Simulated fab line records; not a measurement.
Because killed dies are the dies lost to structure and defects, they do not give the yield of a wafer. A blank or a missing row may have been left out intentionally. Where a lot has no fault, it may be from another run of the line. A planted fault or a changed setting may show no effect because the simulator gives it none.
Chamber matching	flow gf180mcu	4 sister chambers for GF_V1_CMP_26 on cmp-01
The step polishes, stops on SiO2, t overpolish 15 s, target thk 0 nm. 16 wafers are shown with their chamber, then 8 later ones without.

== WAFERS WITH THEIR CHAMBER ==
wafer	chamber	motor current A (A)	time to endpoint s (s)	slurry filter dp kPa (kPa)
L379.2	0	12.5	83	13.45
L379.5	1	9.7	86	13.46
L379.6	0	11.5	82	13.56
L381.2	2	10.0	85	13.38
L381.3	3	11.6	86	13.44
L381.6	1	10.0	82	13.81
L383.1	2	9.7	85	13.31
L383.3	0	11.8	78	13.79
L383.5	1	9.7	82	13.66
L384.1	0	12.5	81	13.55
L384.2	1	10.0	84	13.63
L384.5	0	12.0	78	13.67
L388.2	0	12.2	79	13.47
L388.3	2	10.3	82	13.52
L388.6	1	9.9	81	13.29
L396.4	0	12.3	83	13.64

SIGNATURES, as means of the wafers listed above
reading	chamber 0	chamber 1	chamber 2	chamber 3	scatter within a chamber
motor current A	12.114	9.860	10.000	11.600	0.303
time to endpoint s	80.57	83.00	84.00	86.00	2.08
slurry filter dp kPa	13.5900	13.5700	13.4033	13.4400	0.149
Rule: a wafer's distance from a chamber is the root of the sum, over the readings, of the square of ((its reading less the chamber's mean) divided by the reading's scatter). The wafer belongs to the nearest chamber; if the next one is less than 2 further off, it can't be placed. The scatter: the root of (the sum of the squares of (reading less its chamber's mean) over the shown wafers, divided by (wafers less chambers)).

== WAFERS MISSING THEIR CHAMBER ==
wafer	motor current A (A)	time to endpoint s (s)	slurry filter dp kPa (kPa)
L396.5	12.3	79	13.32
L396.6	9.8	90	13.44
L398.1	10.1	88	13.41
L398.3	11.8	83	13.46
L398.5	9.8	89	13.54
L402.2	12.0	82	13.50
L402.3	10.1	82	13.51
L402.5	10.0	83	13.55

== THE CHAMBER EACH PASSED THROUGH ==
wafer	from the rows above	in truth
L396.5	0	0
L396.6	can't be placed: 2 or 1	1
L398.1	can't be placed: 2 or 1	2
L398.3	can't be placed: 3 or 0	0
L398.5	can't be placed: 2 or 1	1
L402.2	can't be placed: 0 or 3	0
L402.3	can't be placed: 1 or 2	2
L402.5	can't be placed: 1 or 2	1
1 of 8 placed correctly. Not placeable from these rows: 7 (in 7, the candidates include the true chamber). Wrongly placed: 0.
